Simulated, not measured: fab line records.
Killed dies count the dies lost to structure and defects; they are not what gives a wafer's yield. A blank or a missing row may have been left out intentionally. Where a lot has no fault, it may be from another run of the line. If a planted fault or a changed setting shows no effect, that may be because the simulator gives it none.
8D (eight disciplines) problem report, filled in by code | flow sky130 | the parts of the form that need people (team, actions taken, sign-off) are left out

## 1. WHAT WENT WRONG
Wafers without a fault read 120.02 C, standard deviation 0.15; prime-temp-c at SKY_VIA1_HMDS_05 reads a mean of 123.20 C on 6 wafers belonging to 2 lots. That puts it +21 standard deviations away from the usual mean.
The step: prime time 60 s.
Earliest sighting: wafer L120.1 on litho-track-01 at day 37 17:24. The record has a number at this step for 36 wafers belonging to 12 lots. The rule behind "out" and "out of limits": a value lying over 4 standard deviations away from the usual mean. Any other wafer with a number is counted as sound.

## 2. WHAT IT IS, WHAT IT ISN'T
question                    | is                     | is not
which readings at this step | prime-temp-c           | -
which lots                  | L120, L124             | L110, L111, L114, L116, L121, L128, L129, L130, L131, L133
which wafers of those lots  | all that have a number | -
read on which tools         | litho-track-01         | litho-track-02, litho-track-03
when                        | from day 37 17:24      | up to then (12 sound wafers); but 18 sound wafers of L121, L128, L129, L130, L131, L133 came after

## 3. SUSPECTS, AND WHAT RULES EACH OUT
Counting: a tool at any process step up to the reading remains a suspect when it ran all the lots that are out and ran no sound lot after the first of those.
- litho-track-01 at SKY_VIA1_HMDS_05 (prime time 60 s): kept. All lots that are out passed through it, beginning with L120 at day 37 17:24, and no sound lot followed; its final sound lot before that point was L116 at day 35 23:09. Its own readings are out on those wafers: prime-temp-c.
Left after counting: litho-track-01 at SKY_VIA1_HMDS_05.

## 4. THE CAUSE (what the simulator had put in)
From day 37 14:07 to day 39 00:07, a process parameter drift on litho-track-01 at SKY_VIA1_HMDS_05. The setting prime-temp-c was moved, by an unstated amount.
The count eliminated every tool but this one.

## 5. SEQUENCE OF EFFECTS, ordered by route
Each row: a reading where the mean over the struck wafers with a number is more than 3 standard deviations away from the usual. Only readings whose record carries a usual standard deviation are examined. hours: median over the lots of the time between each lot's start at the first step of this table that gives one and its start at this step. sigmas: the change, counted in usual standard deviations.
hours | step             | reading      | usual    | on struck wafers | change | sigmas
0     | SKY_VIA1_HMDS_05 | prime-temp-c | 120.02 C | 123.20           | +3.18  | +21
Here are the process steps it includes:
- SKY_VIA1_HMDS_05: prime time 60 s.

## 6. HOW IT WOULD HAVE BEEN CAUGHT EARLIER
First out-of-limits reading in this record: day 37 17:24, which is 3 hours after fault onset at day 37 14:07.
